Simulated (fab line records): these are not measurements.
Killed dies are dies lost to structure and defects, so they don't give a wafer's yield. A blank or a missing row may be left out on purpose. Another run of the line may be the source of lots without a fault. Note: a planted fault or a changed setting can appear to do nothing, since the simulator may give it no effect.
fab line records -- flow sky130 -- part 1 of 2: steps 1 to 23 of 33
[record] lots = 5, wafers = 15, lastDay = 49
route steps=708 shown SONOS_ONO@177 GATE_OXIDE@187 POLY_GATE@204 RES_PROTECT@206
lots with no fault: from the same line, run without faults
startH: start of the lot's first displayed wafer, in hours after the record's first day -- waitH: hours from the lot's prior step to this one -- " same as the row above -- L1.1+2: one row covering several wafers at once -- - no value present, or no start provided -- * or withheld: withheld -- < > ~ a bound
route shown NAME@n: names a module that has steps shown in the file, with the first one's number in the route -- usual: average and standard deviation across the fault-free wafers -- same: alike in all rows -- chamber/n: place in a boat -- sites: the reading at each site -- _std_site: standard deviation of those values -- _edge_site: the outer-site mean with the inner-site mean subtracted -- radiusMm: for every site, how far away it sits from the centre of the wafer -- mask NAME#n: copy n -- behind: the last tool/chamber to shape the wafer -- hold: why the lot was held/for how many hours/how that ended -- device: whichever transistor did not switch (one of n, p or np) -- end of line: the tests these same wafers got at the end of their route -- step lacking rows: just its recipe -- killed: dies that structure and defects cost at the first sort, which is not the same as the wafer's yield -- map: per-die view of a wafer (x killed, . not killed, _ where there is no die)
set.NAME: setting as actually run; set.NAME@STEP: the setting as run at that earlier step -- model.NAME: the simulator's own value behind a step, which no gauge read
lots at selected steps of the route; one table per step, one row per wafer
services: when a tool's chamber went out of use (startH, in hours from the record's first day, below 0 if earlier), for how many hours, and the reason
[[steps]]
[step SKY_SONOS_ONO_SOFTBAKE_09]
[recipe] tempC = 90, timeS = 60, resist = NOVOLAK
[usual] plateTempC = 90.02/0.12, resistLineTempC = 22.99/0.11
lot.wafer,tool,chamber,startH,waitH,plateTempC,resistLineTempC
L074.2,lithoTrack-04,0,270.38,0.1,90.03,22.89
L074.3,lithoTrack-04,0,270.38,0.1,90.04,23.05
L074.4,lithoTrack-04,0,270.38,0.1,90.05,23.09
L076.1,lithoTrack-03,0,278.76,0.1,89.98,22.80
L076.2,lithoTrack-03,0,278.76,0.1,90.05,22.87
L076.5,lithoTrack-03,0,278.76,0.1,90.16,22.79
L078.4,lithoTrack-01,0,298.63,0.1,90.07,22.97
L078.5,lithoTrack-01,0,298.63,0.1,90.19,23.12
L078.6,lithoTrack-01,0,298.63,0.1,90.14,23.02
L082.2,lithoTrack-01,0,330.83,0.1,89.87,23.04
L082.4,lithoTrack-01,0,330.83,0.1,89.75,22.98
L082.5,lithoTrack-01,0,330.83,0.1,89.73,23.04
L094.2,lithoTrack-04,0,428.03,0.1,90.09,22.97
L094.3,lithoTrack-04,0,428.03,0.1,90.14,22.82
L094.6,lithoTrack-04,0,428.03,0.1,90.03,22.98
[step SKY_SONOS_ONO_EXPOSE_10]
[recipe] maskId = ONOM, targetCdNm = 410, na = 0.6, sourceShape = conventional, sigmaOuter = 0.6, doseMj = 150
[usual] exposureDoseMJCm2 = 149.91/0.16
lot.wafer,tool,chamber,startH,waitH,mask,exposureDoseMJCm2
L074.2,ilineStepper-01,0,-,-,ONOM#0,149.92
L074.3,ilineStepper-01,0,-,-,ONOM#0,149.86
L074.4,ilineStepper-01,0,-,-,ONOM#0,149.87
L076.1,ilineStepper-02,0,-,-,ONOM#0,150.13
L076.2,ilineStepper-02,0,-,-,ONOM#0,150.10
L076.5,ilineStepper-02,0,-,-,ONOM#0,149.63
L078.4,ilineStepper-02,0,-,-,ONOM#0,149.72
L078.5,ilineStepper-02,0,-,-,ONOM#0,149.95
L078.6,ilineStepper-02,0,-,-,ONOM#0,149.79
L082.2,ilineStepper-02,0,-,-,ONOM#0,150.09
L082.4,ilineStepper-02,0,-,-,ONOM#0,149.82
L082.5,ilineStepper-02,0,-,-,ONOM#0,149.78
L094.2,ilineStepper-02,0,-,-,ONOM#0,149.88
L094.3,ilineStepper-02,0,-,-,ONOM#0,149.53
L094.6,ilineStepper-02,0,-,-,ONOM#0,149.95
[step SKY_SONOS_ONO_PEB_11]
[recipe] tempC = withheld, timeS = *, resist = NOVOLAK
[usual] resistLineTempC = *
lot.wafer,tool,chamber,startH,waitH,resistLineTempC
L074.2,lithoTrack-01,0,-,-,*
L074.3,lithoTrack-01,0,-,-,*
L074.4,lithoTrack-01,0,-,-,*
L076.1,lithoTrack-03,0,-,-,*
L076.2,lithoTrack-03,0,-,-,*
L076.5,lithoTrack-03,0,-,-,*
L078.4,lithoTrack-04,0,-,-,*
L078.5,lithoTrack-04,0,-,-,*
L078.6,lithoTrack-04,0,-,-,*
L082.2,lithoTrack-01,0,-,-,*
L082.4,lithoTrack-01,0,-,-,*
L082.5,lithoTrack-01,0,-,-,*
L094.2,lithoTrack-03,0,-,-,*
L094.3,lithoTrack-03,0,-,-,*
L094.6,lithoTrack-03,0,-,-,*
[step SKY_SONOS_ONO_DEVELOP_12]
[recipe] developTimeS = 60, devTempC = 23
[usual] developerTempC = 23.00/0.1, resistLineTempC = 23.04/0.11
lot.wafer,tool,chamber,startH,waitH,developerTempC,resistLineTempC
L074.2,lithoTrack-01,0,282.53,0.1,23.17,23.00
L074.3,lithoTrack-01,0,282.53,0.1,23.09,22.94
L074.4,lithoTrack-01,0,282.53,0.1,23.04,23.01
L076.1,lithoTrack-03,0,290.66,0.1,23.08,22.77
L076.2,lithoTrack-03,0,290.66,0.1,23.05,22.86
L076.5,lithoTrack-03,0,290.66,0.1,23.01,22.92
L078.4,lithoTrack-04,0,311.28,0.1,23.04,22.99
L078.5,lithoTrack-04,0,311.28,0.1,23.06,23.12
L078.6,lithoTrack-04,0,311.28,0.1,23.20,23.06
L082.2,lithoTrack-01,0,343.68,0.1,22.98,22.99
L082.4,lithoTrack-01,0,343.68,0.1,23.06,22.86
L082.5,lithoTrack-01,0,343.68,0.1,22.88,23.06
L094.2,lithoTrack-03,0,443.64,0.1,22.95,23.19
L094.3,lithoTrack-03,0,443.64,0.1,22.92,23.14
L094.6,lithoTrack-03,0,443.64,0.1,23.03,23.08
[step SKY_SONOS_ONO_CD_MEAS_13]
[recipe] targetCdNm = 410
[usual] cdNm = 409.8/2.4
lot.wafer,tool,chamber,startH,waitH,cdNm
L074.2,cdSem-02,-,282.67,0.1,411.2
L074.3,cdSem-02,-,282.67,0.1,407.6
L074.4,cdSem-02,-,282.67,0.1,410.5
L076.1,cdSem-02,-,290.81,0.1,404.0
L076.2,cdSem-02,-,290.81,0.1,402.7
L076.5,cdSem-02,-,290.81,0.1,406.7
L078.4,cdSem-02,-,311.41,0.1,411.3
L078.5,cdSem-02,-,311.41,0.1,412.8
L078.6,cdSem-02,-,311.41,0.1,413.7
L082.2,cdSem-02,-,343.82,0.1,409.9
L082.4,cdSem-02,-,343.82,0.1,410.1
L082.5,cdSem-02,-,343.82,0.1,413.3
L094.2,cdSem-01,-,443.78,0.1,410.9
L094.3,cdSem-01,-,443.78,0.1,409.0
L094.6,cdSem-01,-,443.78,0.1,411.6
[step SKY_SONOS_ONO_OVL_MEAS_14]
[usual] SONOS_ONO_OVL = -1.0/1.3
lot.wafer,tool,chamber,startH,waitH,SONOS_ONO_OVL[nm]
L074.2,overlay-02,-,282.78,0.1,-1.6
L074.3,overlay-02,-,282.78,0.1,0.1
L074.4,overlay-02,-,282.78,0.1,-1.0
L076.1,overlay-02,-,290.93,0.1,-0.5
L076.2,overlay-02,-,290.93,0.1,0.3
L076.5,overlay-02,-,290.93,0.1,0.3
L078.4,overlay-01,-,311.49,0.1,0.3
L078.5,overlay-01,-,311.49,0.1,-1.4
L078.6,overlay-01,-,311.49,0.1,-0.7
L082.2,overlay-02,-,343.93,0.1,1.1
L082.4,overlay-02,-,343.93,0.1,-1.0
L082.5,overlay-02,-,343.93,0.1,-0.4
L094.2,overlay-01,-,443.89,0.1,-2.4
L094.3,overlay-01,-,443.89,0.1,-2.6
L094.6,overlay-01,-,443.89,0.1,-4.9
[step SKY_SONOS_ONO_ETCH_15]
[recipe] targetDepthNm = 19.52, chemistry = CHF3/O2, sourceW = 600, biasW = 200, pressureMtorr = 40, chf3FlowSccm = 50, O2_flow_sccm = 5, timeS = 7.8
[usual] O2_flow_sccm = 4.999/0.013, biasW = 200.0/0.64, drypumpMotorCurrentA = 5.4/0.32, oesProductAu = 0.997/0.0098, throttleValvePct = 8.825/0.0092
lot.wafer,tool,chamber,startH,waitH,O2_flow_sccm,biasW,drypumpMotorCurrentA,oesProductAu,rfHoursCounterH,throttleValvePct
L074.2,rieDiel-02,3,282.81,0.0,5.002,200.2,5.8,0.986,4,8.821
L074.3,rieDiel-02,1,282.81,0.0,5.004,198.7,5.8,0.994,49,8.821
L074.4,rieDiel-02,2,282.81,0.0,5.012,200.5,5.2,1.000,-,8.827
L076.1,rieDiel-03,0,290.97,0.0,5.010,200.3,5.4,1.007,0,8.829
L076.2,rieDiel-03,2,290.97,0.0,4.993,200.5,5.3,0.989,4,8.829
L076.5,rieDiel-03,1,290.97,0.0,4.982,201.0,5.3,0.979,-,8.841
L078.4,rieDiel-02,0,311.51,0.0,5.001,199.6,5.1,1.004,65,8.819
L078.5,rieDiel-02,3,311.51,0.0,5.018,200.3,5.8,0.990,-,8.821
L078.6,rieDiel-02,2,311.51,0.0,5.005,199.2,5.2,1.004,-,8.844
L082.2,rieDiel-01,0,343.96,0.0,5.004,199.3,5.4,1.006,2,8.836
L082.4,rieDiel-01,3,343.96,0.0,5.007,199.9,5.5,0.992,-,8.826
L082.5,rieDiel-01,2,343.96,0.0,4.996,200.0,4.8,1.020,-,8.832
L094.2,rieDiel-03,1,443.92,0.0,5.000,200.2,5.3,0.987,0,8.834
L094.3,rieDiel-03,3,443.92,0.0,5.005,199.0,5.0,0.995,65,8.816
L094.6,rieDiel-03,3,443.92,0.0,4.998,199.5,5.0,1.001,-,8.841
[step SKY_SONOS_ONO_WET_ETCH_16]
[recipe] chemistry = dHF, targetDepthNm = 14, dry = n2Spin, target = SiO2, dilution = 100:1, tempC = 25, timeS = 280
lot.wafer,tool,chamber,startH,waitH
L074.2+3+4,wetBench-01,2,282.83,0.0
L076.1+2+5,wetBench-01,0,290.99,0.0
L078.4+5+6,wetBench-01,2,311.53,0.0
L082.2+4+5,wetBench-02,2,343.98,0.0
L094.2+3+6,wetBench-01,3,443.94,0.0
[step SKY_SONOS_ONO_STRIP_17]
[recipe] chemistry = O2/N2, powerW = 1400, pressureMtorr = 1500, platenTempC = withheld, o2FlowSccm = 3000, n2FlowSccm = 300, overashFraction = 0.5
[usual] drypumpMotorCurrentA = 5.8/0.34, oesProductAu = 0.710/0.0041, stripTimeToEndpointS = 14.09/0.041
lot.wafer,tool,chamber,startH,waitH,drypumpMotorCurrentA,oesProductAu,rfHoursCounterH,stripTimeToEndpointS
L074.2,plasmaAsher-04,0,282.91,0.0,5.8,0.713,60,14.06
L074.3,plasmaAsher-04,0,282.91,0.0,5.7,0.715,-,14.06
L074.4,plasmaAsher-04,1,282.91,0.0,6.0,0.715,-,14.11
L076.1,plasmaAsher-03,0,291.08,0.0,6.2,0.709,45,14.05
L076.2,plasmaAsher-03,1,291.08,0.0,6.2,0.708,45,14.10
L076.5,plasmaAsher-03,0,291.08,0.0,6.2,0.703,-,14.07
L078.4,plasmaAsher-03,0,311.65,0.0,6.2,0.708,-,14.07
L078.5,plasmaAsher-03,0,311.65,0.0,6.2,0.715,-,14.14
L078.6,plasmaAsher-03,1,311.65,0.0,6.2,0.715,-,14.10
L082.2,plasmaAsher-01,1,344.08,0.0,5.5,0.708,69,14.08
L082.4,plasmaAsher-01,0,344.08,0.0,5.3,0.720,-,14.09
L082.5,plasmaAsher-01,1,344.08,0.0,5.5,0.705,-,14.08
L094.2,plasmaAsher-03,1,444.03,0.0,6.2,0.706,60,14.09
L094.3,plasmaAsher-03,1,444.03,0.0,6.2,0.717,-,14.11
L094.6,plasmaAsher-03,1,444.03,0.0,6.2,0.716,-,14.09
[step SKY_SONOS_ONO_WET_ETCH_18]
[recipe] chemistry = H3PO4, targetDepthNm = 15, target = Si3N4, tempC = 160, timeS = 172
lot.wafer,tool,chamber,startH,waitH
L074.2+3+4,wetBench-02,1,283.01,0.1
L076.1+2+5,wetBench-02,0,291.18,0.1
L078.4+5+6,wetBench-02,3,311.72,0.0
L082.2+4+5,wetBench-01,2,344.18,0.1
L094.2+3+6,wetBench-01,2,444.13,0.1
[step SKY_GATE_OXIDE_CLEAN_00]
[recipe] chemistry = SC1/SC2, mix = 1:4:20, tempC = 70, timeS = 150, dry = n2Spin
lot.wafer,tool,chamber,startH,waitH
L074.2+3+4,wetBench-03,0,283.07,0.0
L076.1+2+5,wetBench-01,1,291.24,0.0
L078.4+5+6,wetBench-01,2,311.83,0.0
L082.2+4+5,wetBench-03,3,344.24,0.0
L094.2+3+6,wetBench-03,0,444.18,0.0
[step SKY_GATE_OXIDE_OXIDATION_01]
[recipe] tempC = 900, ambient = O2, stabiliseS = 600, purgeS = 300, targetThkA = 102.68, oxTimeS = 1473
[usual] spikeTcUpperC = 899.2/0.93, zonePowerTopPct = 35.5/1.5
[same] oxTimeS = 1473
lot.wafer,tool,chamber,startH,waitH,spikeTcUpperC,zonePowerTopPct
L074.2,furnace-02,0,285.40,2.2,899.8,36.5
L074.3,furnace-02,0,285.40,2.2,899.4,37.0
L074.4,furnace-02,0,285.40,2.2,899.3,36.2
L076.1,furnace-02,0,296.65,5.4,898.8,36.9
L076.2,furnace-02,0,296.65,5.4,899.3,37.4
L076.5,furnace-02,0,296.65,5.4,901.2,36.7
L078.4,furnace-01,0,313.13,1.3,899.5,33.4
L078.5,furnace-01,0,313.13,1.3,900.2,33.3
L078.6,furnace-01,0,313.13,1.3,899.4,33.6
L082.2,furnace-01,0,345.57,1.3,899.8,32.7
L082.4,furnace-01,0,345.57,1.3,897.2,33.8
L082.5,furnace-01,0,345.57,1.3,899.4,33.0
L094.2,furnace-02,0,444.49,0.3,897.9,37.3
L094.3,furnace-02,0,444.49,0.3,899.7,37.1
L094.6,furnace-02,0,444.49,0.3,897.9,36.7
[step SKY_GATE_OXIDE_THK_MEAS_02]
[recipe] reads = SiO2_of_GATE_OXIDE_OXIDATION_01
[usual] GATE_OXIDE_OXIDATION_00_THK = 10.23/0.18
lot.wafer,tool,chamber,startH,waitH,GATE_OXIDE_OXIDATION_00_THK[nm]
L074.2,filmMetro-01,-,286.82,0.0,10.28
L074.3,filmMetro-01,-,286.82,0.0,10.11
L074.4,filmMetro-01,-,286.82,0.0,10.26
L076.1,filmMetro-04,-,298.06,0.0,10.18
L076.2,filmMetro-04,-,298.06,0.0,10.29
L076.5,filmMetro-04,-,298.06,0.0,10.24
L078.4,filmMetro-03,-,314.57,0.0,10.33
L078.5,filmMetro-03,-,314.57,0.0,10.35
L078.6,filmMetro-03,-,314.57,0.0,10.54
L082.2,filmMetro-01,-,346.98,0.0,10.48
L082.4,filmMetro-01,-,346.98,0.0,10.44
L082.5,filmMetro-01,-,346.98,0.0,10.43
L094.2,filmMetro-04,-,445.91,0.0,10.09
L094.3,filmMetro-04,-,445.91,0.0,10.01
L094.6,filmMetro-04,-,445.91,0.0,10.34
[step SKY_GATE_OXIDE_DEHYDRATE_03]
[recipe] tempC = 200, timeS = 60
[usual] plateTempC = 200.04/0.15, resistLineTempC = 23.01/0.12
lot.wafer,tool,chamber,startH,waitH,plateTempC,resistLineTempC
L074.2,lithoTrack-04,0,297.98,11.2,200.21,22.97
L074.3,lithoTrack-04,0,297.98,11.2,200.04,23.00
L074.4,lithoTrack-04,0,297.98,11.2,200.31,22.94
L076.1,lithoTrack-04,0,310.45,12.4,200.24,22.89
L076.2,lithoTrack-04,0,310.45,12.4,200.07,23.05
L076.5,lithoTrack-04,0,310.45,12.4,200.06,23.05
L078.4,lithoTrack-04,0,326.28,11.7,199.81,23.03
L078.5,lithoTrack-04,0,326.28,11.7,199.89,22.86
L078.6,lithoTrack-04,0,326.28,11.7,199.94,23.06
L082.2,lithoTrack-02,0,360.15,13.2,200.08,22.95
L082.4,lithoTrack-02,0,360.15,13.2,200.16,22.96
L082.5,lithoTrack-02,0,360.15,13.2,200.16,22.76
L094.2,lithoTrack-03,0,460.99,15.1,200.01,22.99
L094.3,lithoTrack-03,0,460.99,15.1,200.13,23.10
L094.6,lithoTrack-03,0,460.99,15.1,200.12,23.11
[step SKY_GATE_OXIDE_HMDS_04]
[recipe] primeTimeS = 60, primeTempC = 120
[usual] primeTempC = 119.96/0.12, resistLineTempC = 22.99/0.12
lot.wafer,tool,chamber,startH,waitH,primeTempC,resistLineTempC
L074.2,lithoTrack-04,0,298.13,0.1,119.99,23.02
L074.3,lithoTrack-04,0,298.13,0.1,120.03,22.75
L074.4,lithoTrack-04,0,298.13,0.1,119.96,22.86
L076.1,lithoTrack-04,0,310.60,0.1,119.99,23.18
L076.2,lithoTrack-04,0,310.60,0.1,120.01,22.93
L076.5,lithoTrack-04,0,310.60,0.1,119.82,23.10
L078.4,lithoTrack-04,0,326.43,0.1,119.94,22.93
L078.5,lithoTrack-04,0,326.43,0.1,119.96,22.89
L078.6,lithoTrack-04,0,326.43,0.1,119.92,22.99
L082.2,lithoTrack-02,0,360.30,0.1,120.00,23.05
L082.4,lithoTrack-02,0,360.30,0.1,119.71,23.20
L082.5,lithoTrack-02,0,360.30,0.1,119.88,22.99
L094.2,lithoTrack-03,0,461.14,0.1,120.02,22.78
L094.3,lithoTrack-03,0,461.14,0.1,119.96,22.91
L094.6,lithoTrack-03,0,461.14,0.1,119.91,22.89
[step SKY_GATE_OXIDE_COAT_05]
[recipe] resist = NOVOLAK, spinRpm = 3000, resistThkNm = 1140
[usual] resistLineTempC = 23.02/0.11
lot.wafer,tool,chamber,startH,waitH,resistLineTempC
L074.2,lithoTrack-04,0,298.28,0.1,23.18
L074.3,lithoTrack-04,0,298.28,0.1,22.96
L074.4,lithoTrack-04,0,298.28,0.1,23.06
L076.1,lithoTrack-04,0,310.75,0.1,22.95
L076.2,lithoTrack-04,0,310.75,0.1,23.14
L076.5,lithoTrack-04,0,310.75,0.1,23.00
L078.4,lithoTrack-04,0,326.58,0.1,23.23
L078.5,lithoTrack-04,0,326.58,0.1,23.37
L078.6,lithoTrack-04,0,326.58,0.1,23.08
L082.2,lithoTrack-02,0,360.45,0.1,23.07
L082.4,lithoTrack-02,0,360.45,0.1,22.90
L082.5,lithoTrack-02,0,360.45,0.1,23.05
L094.2,lithoTrack-03,0,461.29,0.1,23.20
L094.3,lithoTrack-03,0,461.29,0.1,23.05
L094.6,lithoTrack-03,0,461.29,0.1,23.19
[step SKY_GATE_OXIDE_SOFTBAKE_06]
[recipe] tempC = 90, timeS = 60, resist = NOVOLAK
[usual] plateTempC = 90.01/0.13, resistLineTempC = 23.01/0.1
lot.wafer,tool,chamber,startH,waitH,plateTempC,resistLineTempC
L074.2,lithoTrack-04,0,298.43,0.1,90.01,23.06
L074.3,lithoTrack-04,0,298.43,0.1,90.16,23.00
L074.4,lithoTrack-04,0,298.43,0.1,90.25,22.91
L076.1,lithoTrack-04,0,310.90,0.1,89.95,23.03
L076.2,lithoTrack-04,0,310.90,0.1,89.96,23.06
L076.5,lithoTrack-04,0,310.90,0.1,89.82,23.07
L078.4,lithoTrack-04,0,326.73,0.1,90.02,22.93
L078.5,lithoTrack-04,0,326.73,0.1,89.82,23.07
L078.6,lithoTrack-04,0,326.73,0.1,90.17,23.05
L082.2,lithoTrack-02,0,360.60,0.1,90.10,22.99
L082.4,lithoTrack-02,0,360.60,0.1,90.06,23.00
L082.5,lithoTrack-02,0,360.60,0.1,89.99,22.82
L094.2,lithoTrack-03,0,461.44,0.1,90.12,23.03
L094.3,lithoTrack-03,0,461.44,0.1,90.08,23.06
L094.6,lithoTrack-03,0,461.44,0.1,89.98,22.96
[step SKY_GATE_OXIDE_EXPOSE_07]
[recipe] maskId = LVOM, na = 0.6, sourceShape = conventional, sigmaOuter = 0.6, polarization = unpolarized, targetCdNm = 600, doseMj = 170
[usual] exposureDoseMJCm2 = 169.96/0.17
lot.wafer,tool,chamber,startH,waitH,mask,exposureDoseMJCm2
L074.2,ilineStepper-01,0,-,-,LVOM#0,169.82
L074.3,ilineStepper-01,0,-,-,LVOM#0,170.12
L074.4,ilineStepper-01,0,-,-,LVOM#0,170.13
L076.1,ilineStepper-01,0,-,-,LVOM#0,170.19
L076.2,ilineStepper-01,0,-,-,LVOM#0,170.28
L076.5,ilineStepper-01,0,-,-,LVOM#0,170.05
L078.4,ilineStepper-01,0,-,-,LVOM#0,170.03
L078.5,ilineStepper-01,0,-,-,LVOM#0,169.52
L078.6,ilineStepper-01,0,-,-,LVOM#0,169.73
L082.2,ilineStepper-02,0,-,-,LVOM#0,170.11
L082.4,ilineStepper-02,0,-,-,LVOM#0,170.10
L082.5,ilineStepper-02,0,-,-,LVOM#0,170.10
L094.2,ilineStepper-02,0,-,-,LVOM#0,169.81
L094.3,ilineStepper-02,0,-,-,LVOM#0,170.11
L094.6,ilineStepper-02,0,-,-,LVOM#0,170.22
[step SKY_GATE_OXIDE_PEB_08]
[recipe] tempC = withheld, timeS = *, resist = NOVOLAK
[usual] resistLineTempC = *
lot.wafer,tool,chamber,startH,waitH,resistLineTempC
L074.2,lithoTrack-03,0,-,-,*
L074.3,lithoTrack-03,0,-,-,*
L074.4,lithoTrack-03,0,-,-,*
L076.1,lithoTrack-04,0,-,-,*
L076.2,lithoTrack-04,0,-,-,*
L076.5,lithoTrack-04,0,-,-,*
L078.4,lithoTrack-02,0,-,-,*
L078.5,lithoTrack-02,0,-,-,*
L078.6,lithoTrack-02,0,-,-,*
L082.2,lithoTrack-03,0,-,-,*
L082.4,lithoTrack-03,0,-,-,*
L082.5,lithoTrack-03,0,-,-,*
L094.2,lithoTrack-03,0,-,-,*
L094.3,lithoTrack-03,0,-,-,*
L094.6,lithoTrack-03,0,-,-,*
[step SKY_GATE_OXIDE_DEVELOP_09]
[recipe] resist = NOVOLAK, developer = TMAH, developTimeS = 60, devTempC = 23
[usual] developerTempC = 22.98/0.11, resistLineTempC = 23.00/0.11
lot.wafer,tool,chamber,startH,waitH,developerTempC,resistLineTempC
L074.2,lithoTrack-03,0,311.04,0.1,23.01,23.08
L074.3,lithoTrack-03,0,311.04,0.1,23.10,22.95
L074.4,lithoTrack-03,0,311.04,0.1,23.09,23.13
L076.1,lithoTrack-04,0,323.05,0.1,23.02,22.90
L076.2,lithoTrack-04,0,323.05,0.1,22.81,23.15
L076.5,lithoTrack-04,0,323.05,0.1,22.96,23.24
L078.4,lithoTrack-02,0,339.90,0.1,22.97,23.08
L078.5,lithoTrack-02,0,339.90,0.1,23.13,23.06
L078.6,lithoTrack-02,0,339.90,0.1,23.07,22.90
L082.2,lithoTrack-03,0,373.59,0.1,23.20,22.90
L082.4,lithoTrack-03,0,373.59,0.1,23.10,23.11
L082.5,lithoTrack-03,0,373.59,0.1,23.05,22.98
L094.2,lithoTrack-03,0,476.39,0.1,22.94,23.18
L094.3,lithoTrack-03,0,476.39,0.1,23.00,23.07
L094.6,lithoTrack-03,0,476.39,0.1,22.90,23.04
[step SKY_GATE_OXIDE_OVL_MEAS_10]
[usual] GATE_OXIDE_OVL = 0.9/1.2
lot.wafer,tool,chamber,startH,waitH,GATE_OXIDE_OVL[nm]
L074.2,overlay-02,-,311.17,0.1,0.3
L074.3,overlay-02,-,311.17,0.1,3.0
L074.4,overlay-02,-,311.17,0.1,1.3
L076.1,overlay-02,-,323.20,0.1,-2.3
L076.2,overlay-02,-,323.20,0.1,-1.7
L076.5,overlay-02,-,323.20,0.1,-1.5
L078.4,overlay-01,-,339.99,0.1,2.4
L078.5,overlay-01,-,339.99,0.1,0.8
L078.6,overlay-01,-,339.99,0.1,2.2
L082.2,overlay-01,-,373.72,0.1,1.0
L082.4,overlay-01,-,373.72,0.1,0.4
L082.5,overlay-01,-,373.72,0.1,0.1
L094.2,overlay-01,-,476.52,0.1,1.7
L094.3,overlay-01,-,476.52,0.1,2.1
L094.6,overlay-01,-,476.52,0.1,2.8
[step SKY_GATE_OXIDE_IMPLANT_11]
[recipe] species = B, energyKev = 10, doseCm2 = 2.6e+12, tiltDeg = withheld
[usual] endStationPressureTorr = 5.04e-06/2.9e-07
[same] implantIonAmu = 11
lot.wafer,tool,chamber,startH,waitH,endStationPressureTorr
L074.2,implanter-03,0,311.22,0.0,4.68e-06
L074.3,implanter-03,0,311.22,0.0,4.6e-06
L074.4,implanter-03,0,311.22,0.0,4.87e-06
L076.1,implanter-03,0,323.24,0.0,5.57e-06
L076.2,implanter-03,0,323.24,0.0,4.77e-06
L076.5,implanter-03,0,323.24,0.0,5.23e-06
L078.4,implanter-03,0,340.08,0.1,4.69e-06
L078.5,implanter-03,0,340.08,0.1,4.96e-06
L078.6,implanter-03,0,340.08,0.1,5.13e-06
L082.2,implanter-01,0,373.77,0.0,5e-06
L082.4,implanter-01,0,373.77,0.0,5.25e-06
L082.5,implanter-01,0,373.77,0.0,5.57e-06
L094.2,implanter-01,0,476.57,0.0,5.54e-06
L094.3,implanter-01,0,476.57,0.0,5.09e-06
L094.6,implanter-01,0,476.57,0.0,4.78e-06
[step SKY_GATE_OXIDE_WET_ETCH_12]
[recipe] chemistry = dHF, targetDepthNm = 16.8, dry = n2Spin, target = SiO2, dilution = 100:1, tempC = 25, timeS = 336
lot.wafer,tool,chamber,startH,waitH
L074.2+3+4,wetBench-02,3,311.35,0.1
L076.1+2+5,wetBench-02,1,323.39,0.1
L078.4+5+6,wetBench-03,2,340.16,0.1
L082.2+4+5,wetBench-02,1,373.90,0.1
L094.2+3+6,wetBench-02,0,476.70,0.1
